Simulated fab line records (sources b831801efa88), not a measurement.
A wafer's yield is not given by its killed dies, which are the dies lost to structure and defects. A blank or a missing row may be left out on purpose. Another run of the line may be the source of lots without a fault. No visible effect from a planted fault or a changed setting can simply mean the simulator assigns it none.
Struck lot and sound lot, side by side :: flow sky130 :: 17 steps out of a route of 708
Sound: wafers L797.1, L797.4, L797.5. Wafers struck: L808.3, L808.4, L808.6. Last of all comes the cause.
Order at every step that has rows: each side's tool, ch and its chambers, its first start. Under that, the readings that differ: sound wafers :: struck wafers :: difference of the means :: sigmas: that difference in standard deviations of wafers without a fault.
alike: readings whose means differ by less than 2 such deviations, and words and numbers that are the same on both sides. not compared: withheld readings, readings that some wafer has no value for, bounds like >300 that may hide the same value, and numbers for which the record gives no deviation and whose values overlap.
A row with sigmas, a row that says differs or no value, or rows on one side alone: a step with any of these is where the two part. Non-overlapping numbers with no deviation appear without sigmas and do not part them. A reading missing from all wafers of one side parts the sides only when that side holds two or more wafers.

first, 1 step without rows for these wafers: SKY_VT_ADJUST_NCORE_IMPLANT_09.
SKY_VT_ADJUST_NCORE_STRIP_10: strips in O2/N2.
  sound on plasma asher-03 ch 0,1, day 11 04:37; struck on plasma asher-02 ch 0,1, day 14 18:47
reading: strip time to endpoint s (s)
sound: 14.23 14.20 14.22
struck: 14.09 14.13 14.13
difference: -0.10
sigmas: -2
  alike: drypump motor current A, oes product au
  not compared: rf hours counter h
SKY_VT_ADJUST_NCORE_TW_MEAS_11:
  sound on film metro-03, day 11 04:43; struck on film metro-04, day 14 18:53
  alike: VT_ADJUST_NCORE_TW
then, 7 steps without rows for these wafers: SKY_VT_ADJUST_HVTR_DEHYDRATE_00 (time 60 s); SKY_VT_ADJUST_HVTR_HMDS_01 (prime time 60 s); SKY_VT_ADJUST_HVTR_COAT_02 (resist thk 1140 nm); SKY_VT_ADJUST_HVTR_SOFTBAKE_03 (time 60 s); SKY_VT_ADJUST_HVTR_EXPOSE_04 (exposes mask HVTRM, target cd 380 nm); SKY_VT_ADJUST_HVTR_PEB_05; SKY_VT_ADJUST_HVTR_DEVELOP_06 (develop time 60 s).
SKY_VT_ADJUST_HVTR_CD_MEAS_07 targets a cd of 380 nm.
  sound on cd sem-02, day 12 05:14; struck on cd sem-01, day 15 21:46
  alike: cd nm
SKY_VT_ADJUST_HVTR_OVL_MEAS_08:
  sound on overlay-02, day 12 05:21; struck on overlay-01, day 15 21:51
  alike: VT_ADJUST_HVTR_OVL
SKY_VT_ADJUST_HVTR_IMPLANT_09:
  sound on implanter-03 ch 0, day 12 05:23; struck on implanter-01 ch 0, day 15 21:56
reading: beam on s (s)
sound: 10.08 10.30 10.03
struck: 12.30 12.13 12.51
difference: +2.18
sigmas: +11

reading: end station pressure torr (Torr)
sound: 5.35e-06 5.17e-06 5.18e-06
struck: 0.00011087 0.00011437 0.0001137
difference: +0.00010775
sigmas: +99 or more

reading: faraday current uA
sound: 11.78 11.56 11.83
struck: 9.76 9.85 9.57
difference: -2.00
sigmas: -9
SKY_VT_ADJUST_HVTR_STRIP_10: strips in O2/N2.
  sound on plasma asher-01 ch 0, day 12 05:32; struck on plasma asher-03 ch 0,1, day 15 22:04
reading: drypump motor current A (A)
sound: 5.1 5.1 5.1
struck: 6.5 5.8 6.5
difference: +1.2
sigmas: +2
  alike: oes product au, strip time to endpoint s
  not compared: rf hours counter h
SKY_VT_ADJUST_HVTR_TW_MEAS_11:
  sound on film metro-04, day 12 05:38; struck on film metro-04, day 15 22:09
reading: VT_ADJUST_HVTR_TW
sound: 210.7 210.0 211.0
struck: 224.9 223.8 224.5
difference: +13.8
sigmas: +12
then, 1 step without rows for these wafers: SKY_VT_ADJUST_PCH_DEHYDRATE_00 (time 60 s).
-- the record jumps here: 35 days lie between the struck wafers' starts before and after (it left off in module VT_ADJUST_PCH and takes up again in module PAD_OPEN, whose first step shown is number 708 of the route) --
SKY_PAD_OPEN_PROBE_99:
  sound on prober-02, day 48 02:28; struck on prober-02, day 50 15:43
reading: model.etest.pfet_01v8_mvt.drive ua um
sound: 145 146.7 145.6
struck: 161.3 161.1 164.2
difference: +16.4
sigmas: 

reading: model.etest.pfet_01v8_mvt.off log10 a um
sound: -11.28 -11.13 -11.16
struck: -9.642 -9.844 -9.671
difference: +1.471
sigmas: 

reading: model.etest.pfet_01v8_mvt.vt sat v (V)
sound: -0.6027 -0.5894 -0.6014
struck: -0.4861 -0.4909 -0.4773
difference: +0.1131
sigmas: 

reading: model.etest.pfet_01v8_mvt.vt v (V)
sound: -0.6849 -0.6773 -0.6816
struck: -0.5866 -0.5939 -0.5783
difference: +0.0950
sigmas: 

reading: model.etest.pfet_01v8_mvt.vt long v (V)
sound: -0.8871 -0.8822 -0.8836
struck: -0.8048 -0.8099 -0.7983
difference: +0.0800
sigmas: 
  alike: killed_at_M0_to_M3, killed_at_M4_up, killed at contacts, killed at front end, killed at other, killed dies, killed open, killed short

== WHERE THEY PART ==
Earliest at SKY_VT_ADJUST_NCORE_STRIP_10; latest, in this record, at SKY_VT_ADJUST_HVTR_TW_MEAS_11. Later steps at which nothing parts them and some readings are alike: SKY_PAD_OPEN_PROBE_99.

WHY: the cause the simulator had injected
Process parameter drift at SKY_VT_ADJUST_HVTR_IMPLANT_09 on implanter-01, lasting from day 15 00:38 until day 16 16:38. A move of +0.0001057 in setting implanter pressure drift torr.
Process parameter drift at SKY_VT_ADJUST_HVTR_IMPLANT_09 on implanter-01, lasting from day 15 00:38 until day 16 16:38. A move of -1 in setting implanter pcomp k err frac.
